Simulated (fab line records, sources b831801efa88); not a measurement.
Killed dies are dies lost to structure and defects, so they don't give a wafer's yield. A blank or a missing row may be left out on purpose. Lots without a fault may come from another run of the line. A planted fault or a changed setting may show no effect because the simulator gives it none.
Problem report in the 8D (eight disciplines) form, filled by code | flow gf180mcu | the parts of the form that need people (team, actions taken, sign-off) are left out

1. THE PROBLEM
M2_ALCU_RS at GF_M2_RS_MEAS_05 reads a mean of 0.0843 ohm/sq on 2 wafers of 1 lot; wafers without a fault read 0.0696 ohm/sq with a standard deviation of 0.0007. That is +21 standard deviations from the usual mean.
The step: measures by four-point-probe.
First seen on wafer L854.2, day 22 00:29, on film_metro-04. The record holds 30 wafers of 10 lots with a number at this step. Rule for "out", or "out of limits": more than 4 standard deviations from the usual mean. The other wafers with a number count as sound.

2. WHAT IT IS AND WHAT IT IS NOT
question                    | is                | is not
which readings at this step | M2_ALCU_RS        | -
which lots                  | L854              | L845, L846, L848, L861, L862, L863, L864, L866, L867
which wafers of those lots  | L854.2, L854.6    | L854.1
read on which gauges        | film_metro-04     | film_metro-01, film_metro-02
when                        | from day 22 00:29 | up to then (10 sound wafers); but 18 sound wafers of L861, L862, L863, L864, L866, L867 came after

3. SUSPECTS, AND WHAT RULES EACH OUT
Counting: a tool at a process step up to the reading stays a suspect if it ran every lot that is out. Sound lots after the first of them don't rule it out here, since some wafers of a struck lot are sound.
- the gauge at GF_M2_RS_MEAS_05: ruled out. All the wafers that are out were read on film_metro-04, but those of them that GF_M2_METAL_ETCH_16 has rows for are out there too, on other tools.
- pvd_sputter-01 at GF_V1_SPUTTER_22 (material TiN, target thk 10 nm, time 40 s): kept. It ran the lot that is out, L854 (day 21 23:38).
- pvd_sputter-02 at GF_M2_SPUTTER_02 (material AlCu, target thk 450 nm, time 23.9 s): kept. It ran the lot that is out, L854 (day 22 00:24); its last sound lot up to then is L846 (day 18 17:19).
- pvd_sputter-02 at GF_M2_SPUTTER_03 (material Ti, target thk 10 nm, time 6.7 s): kept. It ran the lot that is out, L854 (day 22 00:26); its last sound lot up to then is L846 (day 18 17:20).
Left after counting: pvd_sputter-01 at GF_V1_SPUTTER_22, pvd_sputter-02 at GF_M2_SPUTTER_02, pvd_sputter-02 at GF_M2_SPUTTER_03.

4. THE CAUSE (what the simulator had put in)
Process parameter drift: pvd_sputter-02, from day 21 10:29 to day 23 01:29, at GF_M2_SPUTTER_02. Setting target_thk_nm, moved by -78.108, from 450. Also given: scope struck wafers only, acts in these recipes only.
Counting left 3 suspects, and this tool is among them.

5. THE CHAIN OF EFFECTS, in route order
Each row: a reading whose mean over the struck wafers that have a number lies more than 3 standard deviations from the usual. Only readings for which the record gives a usual standard deviation are gone through. hours: the time from each lot's start at the first step in this table that gives one to its start at this step, as a median over the lots. sigmas: the change in usual standard deviations.
hours | step                | reading            | usual         | on struck wafers | change  | sigmas
0     | GF_M2_RS_MEAS_05    | M2_ALCU_RS         | 0.0696 ohm/sq | 0.0843           | +0.0147 | +21
0     | GF_M2_THK_MEAS_06   | M2_ALCU_THK        | 460 nm        | 379              | -81     | -16
23    | GF_M2_METAL_ETCH_16 | oes_product_au     | 0.971 a.u.    | 0.895            | -0.076  | -13
23    | GF_M2_METAL_ETCH_16 | throttle_valve_pct | 28.251 %      | 28.327           | +0.076  | +7.5
The process steps in it:
- GF_M2_METAL_ETCH_16: etches the open film in Cl2/BCl3, stops on SiO2, target depth 627.5 nm, time 104.6 s.

6. WHAT WOULD HAVE CAUGHT IT SOONER
In this record the first reading out of limits at a measuring or inspecting step was taken at day 22 00:29, 14 hours after the fault began at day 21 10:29.
Of the tool readings at GF_M2_SPUTTER_02 for which the record gives a usual standard deviation, none was out on any struck wafer, so an alarm limit of 4 standard deviations on them would not have fired.
All the lots that are out (1) had begun GF_M2_SPUTTER_02 on pvd_sputter-02 by day 22 00:29. A hold on the tool at that time would have spared none of them.
